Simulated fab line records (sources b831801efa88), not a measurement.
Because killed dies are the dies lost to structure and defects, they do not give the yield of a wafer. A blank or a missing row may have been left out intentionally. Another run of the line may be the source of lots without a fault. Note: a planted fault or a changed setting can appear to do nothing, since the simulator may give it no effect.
Comparing a struck lot with a sound one -- flow sky130 -- 32 out of 708 route steps
Sound: these wafers, L892.2, L892.4, L892.6. Struck: wafers L903.4, L903.5, L903.6. The cause is given at the end.
For every step that has rows: the tool of each side, followed by ch and its chambers, followed by its first start. Under that, the readings that differ: sound wafers -- struck wafers -- difference of the means -- sigmas: that difference in standard deviations of wafers without a fault.
alike: words and numbers the same on both sides, and readings whose means are apart by under 2 such deviations; not compared: readings that were withheld, readings missing a value for some wafer, numbers with overlapping values and no deviation given by the record, and bounds like >300 which may hide the same value.
Wherever a step has rows on one side only, a row that says differs or no value, or a row with sigmas, the two part there. Non-overlapping numbers with no deviation appear without sigmas and do not part them. A reading that every wafer of one side lacks parts them only if that side has two wafers or more.

SKY_FIELD_ISO_BOW_MEAS_00:
  sound on film-metro-03, day 1 10:01; struck on film-metro-03, day 3 17:04
  alike: INCOMING_BOW
SKY_FIELD_ISO_OXIDATION_01: stabilise 600 s, purge 300 s, target thk 12 nm.
  sound on furnace-01 ch 0, day 1 16:01; struck on furnace-02 ch 0, day 3 17:07
  alike: spike-tc-upper-C
SKY_FIELD_ISO_THK_MEAS_02:
  sound on film-metro-04, day 1 17:33; struck on film-metro-04, day 3 18:40
reading,sound,struck,difference,sigmas
FIELD_ISO_OXIDATION_00_THK (nm),12.10 11.91 11.96,12.36 12.51 12.37,+0.42,+2
then, 1 step without rows for these wafers: SKY_FIELD_ISO_CVD_03 (deposits Si3N4 from DCS/NH3, target thk 165 nm, time 2830 s).
SKY_FIELD_ISO_THK_MEAS_04:
  sound on film-metro-03, day 1 19:23; struck on film-metro-03, day 3 20:31
  alike: FIELD_ISO_CVD_03_THK
then, 8 steps without rows for these wafers: SKY_FIELD_ISO_DEHYDRATE_05 (time 60 s); SKY_FIELD_ISO_HMDS_06 (prime time 60 s); SKY_FIELD_ISO_COAT_07 (resist thk 60 nm); SKY_FIELD_ISO_COAT_08 (resist thk 450 nm); SKY_FIELD_ISO_SOFTBAKE_09 (time 90 s); SKY_FIELD_ISO_EXPOSE_10 (exposes mask FOM, target cd 150 nm); SKY_FIELD_ISO_PEB_11; SKY_FIELD_ISO_DEVELOP_12 (develop time 60 s).
SKY_FIELD_ISO_CD_MEAS_13: target cd 150 nm.
  sound on cd-sem-01, day 2 08:29; struck on cd-sem-01, day 4 13:37
  alike: cd-nm
SKY_FIELD_ISO_ETCH_14: etches BARC in N2/H2, stops on SiO2, time 45.9 s, target depth 60 nm.
  sound on rie-diel-03 ch 0,1, day 2 08:35; struck on rie-diel-03 ch 2,3, day 4 13:41
  alike: chamber-pressure-mTorr, drypump-motor-current-A, oes-product-au, throttle-valve-pct
  not compared: rf-hours-counter-h
SKY_FIELD_ISO_ETCH_15: etches the open film in CHF3/O2, stops on Si, target depth 180 nm, time 72 s.
  sound on rie-diel-03 ch 0,1, day 2 08:38; struck on rie-diel-03 ch 2,3, day 4 13:44
  alike: chamber-pressure-mTorr, drypump-motor-current-A, oes-product-au, throttle-valve-pct
  not compared: rf-hours-counter-h
SKY_FIELD_ISO_STRIP_16: strips in O2/N2.
  sound on plasma-asher-01 ch 0,1, day 2 08:41; struck on plasma-asher-03 ch 0,1, day 4 13:49
reading,sound,struck,difference,sigmas
strip-time-to-endpoint-s (s),3.60 3.57 3.57,3.51 3.50 3.51,-0.07,-2
  alike: chamber-pressure-mTorr, drypump-motor-current-A, o2-flow-sccm, oes-product-au
  not compared: rf-hours-counter-h
SKY_FIELD_ISO_ETCH_17: etches Si in HBr/Cl2/O2, target depth 342 nm, time 97.7 s.
  sound on rie-si-02 ch 0,1,2, day 2 08:47; struck on rie-si-02 ch 1,2,3, day 4 13:55
  alike: HBr_flow_sccm, chamber-pressure-mTorr, drypump-motor-current-A, oes-product-au, throttle-valve-pct
  not compared: rf-hours-counter-h
then, 5 steps without rows for these wafers: SKY_FIELD_ISO_WET_ETCH_18 (etches Si3N4 in H3PO4, target depth 25 nm, time 286 s); SKY_FIELD_ISO_CLEAN_19 (cleans in SC1/SC2, time 150 s); SKY_FIELD_ISO_CLEAN_20 (cleans in dHF, time 20 s); SKY_FIELD_ISO_WET_ETCH_21 (etches SiO2 in dHF, target depth 20 nm, time 400 s); SKY_FIELD_ISO_OXIDATION_22 (stabilise 600 s, purge 300 s, target thk 10 nm).
SKY_FIELD_ISO_THK_MEAS_23:
  sound on film-metro-04, day 2 11:13; struck on film-metro-03, day 4 18:34
  alike: FIELD_ISO_OXIDATION_01_THK
then, 1 step without rows for these wafers: SKY_FIELD_ISO_CVD_24 (deposits SiO2, target thk 595 nm, time 99.2 s).
SKY_FIELD_ISO_THK_MEAS_25:
  sound on film-metro-03, day 2 11:21; struck on film-metro-02, day 4 18:42
  alike: FIELD_ISO_CVD_24_THK
then, 1 step without rows for these wafers: SKY_FIELD_ISO_ANNEAL_26 (time 1800 s).
SKY_FIELD_ISO_CMP_27: polishes, stops on Si3N4, t overpolish 16 s, target thk 457.8 nm.
  sound on cmp-01 ch 1,3, day 2 14:11; struck on cmp-02 ch 0,2,3, day 4 21:35
  alike: motor-current-A, overpolish-run-s, time-to-endpoint-s
then, 3 steps without rows for these wafers: SKY_FIELD_ISO_WET_ETCH_28 (etches SiO2 in dHF, target depth 23.7 nm, time 47 s); SKY_FIELD_ISO_WET_ETCH_29 (etches Si3N4 in H3PO4, target depth 160 nm, time 1825 s); SKY_FIELD_ISO_WET_ETCH_30 (etches SiO2 in dHF, target depth 25 nm, time 50 s).
-- record jumps: 44 days separate the struck wafers' starts on either side; left off in module FIELD_ISO, taken up again in module PAD_OPEN, whose first shown step is the route's number 708 --
SKY_PAD_OPEN_PROBE_99:
  record: rows for the struck wafers here (prober-02, day 48 14:11), none for the sound ones

## WHERE THEY PART
First at SKY_FIELD_ISO_THK_MEAS_02; last, within this record, at SKY_PAD_OPEN_PROBE_99.

WHY: whatever the simulator had introduced
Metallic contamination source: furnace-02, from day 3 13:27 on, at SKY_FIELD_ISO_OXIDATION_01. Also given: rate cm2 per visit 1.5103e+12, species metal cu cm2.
